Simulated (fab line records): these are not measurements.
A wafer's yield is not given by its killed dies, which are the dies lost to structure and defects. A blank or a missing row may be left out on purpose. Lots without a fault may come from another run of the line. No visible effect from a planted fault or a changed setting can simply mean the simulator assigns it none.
A struck lot beside a sound one ; flow sky130 ; 14 steps out of a route of 708
Sound: wafers L650.4, L650.5, L650.6. The struck wafers were L656.3, L656.4, L656.6. The cause is given at the end.
Order at every step that has rows: each side's tool, ch and its chambers, its first start. Under that, the readings that differ: sound wafers ; struck wafers ; difference of the means ; sigmas: that difference in standard deviations of wafers without a fault.
alike: words and numbers the same on both sides, and readings whose means are apart by under 2 such deviations; not compared: readings that were withheld, readings missing a value for some wafer, numbers with overlapping values and no deviation given by the record, and bounds like >300 which may hide the same value.
Wherever a step has rows on one side only, a row that says differs or no value, or a row with sigmas, the two part there. Numbers that have no deviation but don't overlap get no sigmas and don't part them. A reading missing from all wafers of one side parts the sides only when that side holds two or more wafers.

first, 2 steps without rows for these wafers: SKY_VT_ADJUST_PCH_PEB_05; SKY_VT_ADJUST_PCH_DEVELOP_06 (develop time 60 s).
SKY_VT_ADJUST_PCH_OVL_MEAS_07:
  struck on overlay-01, day 14 10:16; sound on overlay-01, day 12 09:16
  alike: VT_ADJUST_PCH_OVL
following that, these wafers have no rows for 1 step: SKY_VT_ADJUST_PCH_IMPLANT_08.
SKY_VT_ADJUST_PCH_STRIP_09: strips in O2/N2.
  sound on plasma_asher-01 ch 0,1, day 12 09:31; struck on plasma_asher-02 ch 0,1, day 14 10:28
  alike: drypump_motor_current_A, o2_flow_sccm, oes_product_au, strip_time_to_endpoint_s
  not compared: rf_hours_counter_h
SKY_VT_ADJUST_PCH_TW_MEAS_10:
  struck on film_metro-04, day 14 10:34; sound on film_metro-01, day 12 09:37
  alike: VT_ADJUST_PCH_TW
then, 6 steps without rows for these wafers: SKY_SONOS_TUNNEL_DEHYDRATE_00 (time 60 s); SKY_SONOS_TUNNEL_HMDS_01 (prime time 60 s); SKY_SONOS_TUNNEL_COAT_02 (resist thk 1140 nm); SKY_SONOS_TUNNEL_SOFTBAKE_03 (time 60 s); SKY_SONOS_TUNNEL_EXPOSE_04 (exposes mask TUNM, target cd 410 nm); SKY_SONOS_TUNNEL_PEB_05.
SKY_SONOS_TUNNEL_DEVELOP_06: develop time 60 s.
  sound on litho_track-04 ch 0, day 13 09:44; struck on litho_track-04, day 15 12:55
  no value came back on the struck wafers for chill_plate_temp_C (C), develop_time_s (s); on the sound wafers chill_plate_temp_C (C) reads 22.94 23.03 22.87
SKY_SONOS_TUNNEL_CD_MEAS_07: target cd 410 nm.
  struck on cd_sem-01, day 15 13:03; sound on cd_sem-01, day 13 09:52
reading;sound;struck;difference;sigmas
cd_nm (nm);411.2 409.2 410.0;- - -;no value on the struck wafers;

WHERE THEY PART
Last at SKY_SONOS_TUNNEL_CD_MEAS_07 as far as this record goes, first at SKY_SONOS_TUNNEL_DEVELOP_06.

WHY: whatever the simulator had introduced
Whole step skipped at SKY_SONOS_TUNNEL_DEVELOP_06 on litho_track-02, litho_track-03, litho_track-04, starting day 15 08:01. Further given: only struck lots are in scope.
